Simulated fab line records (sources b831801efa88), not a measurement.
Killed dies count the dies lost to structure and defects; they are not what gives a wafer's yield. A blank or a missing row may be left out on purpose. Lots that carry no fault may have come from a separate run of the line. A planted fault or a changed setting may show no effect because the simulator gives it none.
Which tool was responsible? | flow gf180mcu | 11 lots with 33 wafers sampled at 2 steps, on a route of 602 steps

WHAT THE GAUGES READ, wafer by wafer
GF_TOP_METAL_OVL_MEAS_15. Usual: for TOP_METAL_OVL the level is 0.2 nm and the standard deviation is 1.4.
lot  | measured     | on         | TOP_METAL_OVL (nm) | flag
L703 | day 28 06:00 | overlay-02 | 0.1 1.9 1.8        |
L704 | day 28 13:39 | overlay-01 | 1.1 -0.2 -0.6      |
L705 | day 29 00:56 | overlay-01 | -0.4 0.4 -1.0      |
L707 | day 29 23:01 | overlay-02 | 1.3 1.6 1.1        |
L708 | day 30 07:58 | overlay-01 | -1.9 -2.2 -1.6     |
L709 | day 30 10:35 | overlay-02 | -1.5 -0.7 -0.5     |
L714 | day 31 16:20 | overlay-01 | 0.5 -0.2 0.2       |
L715 | day 31 23:47 | overlay-02 | -0.8 0.0 0.7       |
L716 | day 32 05:14 | overlay-02 | 2.2 0.5 0.2        |
L722 | day 33 15:44 | overlay-02 | 3.0 2.1 3.0        |
L723 | day 34 06:32 | overlay-02 | 0.6 -0.7 -0.4      |

EACH LOT AND THE TOOL THAT RAN IT (in order: tool; ch and the chambers of the sampled wafers; start)
lot  | GF_V4_SPUTTER_22
L703 | pvd sputter-04, day 24 15:30
L704 | pvd sputter-04, day 25 00:39
L705 | pvd sputter-02, day 25 12:27
L707 | pvd sputter-02, day 26 09:41
L708 | pvd sputter-02, day 26 19:59
L709 | pvd sputter-03, day 27 01:46
L714 | pvd sputter-03, day 28 09:23
L715 | pvd sputter-03, day 28 18:19
L716 | pvd sputter-02, day 29 02:52
L722 | pvd sputter-04, day 30 15:29
L723 | pvd sputter-04, day 31 08:23
- GF_V4_SPUTTER_22: material TiN, target thk 10 nm, time 40 s.

WHAT THE TOOLS THEMSELVES READ (means of the sampled wafers that have a number; where no wafer has one, the mark that the record gives instead)
GF_V4_SPUTTER_22. Usual: throttle valve pct 30.2 %, standard deviation 0.91.
lot  | tool           | throttle valve pct (%) | flag
L703 | pvd sputter-04 | 30.8                   |
L704 | pvd sputter-04 | 31.0                   |
L705 | pvd sputter-02 | 30.3                   |
L707 | pvd sputter-02 | 30.3                   |
L708 | pvd sputter-02 | 30.8                   |
L709 | pvd sputter-03 | 29.7                   |
L714 | pvd sputter-03 | 29.5                   |
L715 | pvd sputter-03 | 29.9                   |
L716 | pvd sputter-02 | 30.4                   |
L722 | pvd sputter-04 | 30.7                   |
L723 | pvd sputter-04 | 30.6                   |

THE ANSWER, worked out from the rows above alone
Rule: a lot counts as off when the mean over its wafers that have a number is more than 3 standard deviations away from the usual mean. Also off: a lot with no number at a reading for which 4 or more lots have one. All remaining lots with rows at the step are treated as sound. First the gauges in route order, then the tools' own readings, where a lot's mean is used as printed above. The first step at which some lot is off is used, and at that step the reading that is off furthest; a lot without a number counts as furthest.
Across all readings shown, no lot is off: no conclusion can be drawn from this.

WHAT THE SIMULATOR PUT IN
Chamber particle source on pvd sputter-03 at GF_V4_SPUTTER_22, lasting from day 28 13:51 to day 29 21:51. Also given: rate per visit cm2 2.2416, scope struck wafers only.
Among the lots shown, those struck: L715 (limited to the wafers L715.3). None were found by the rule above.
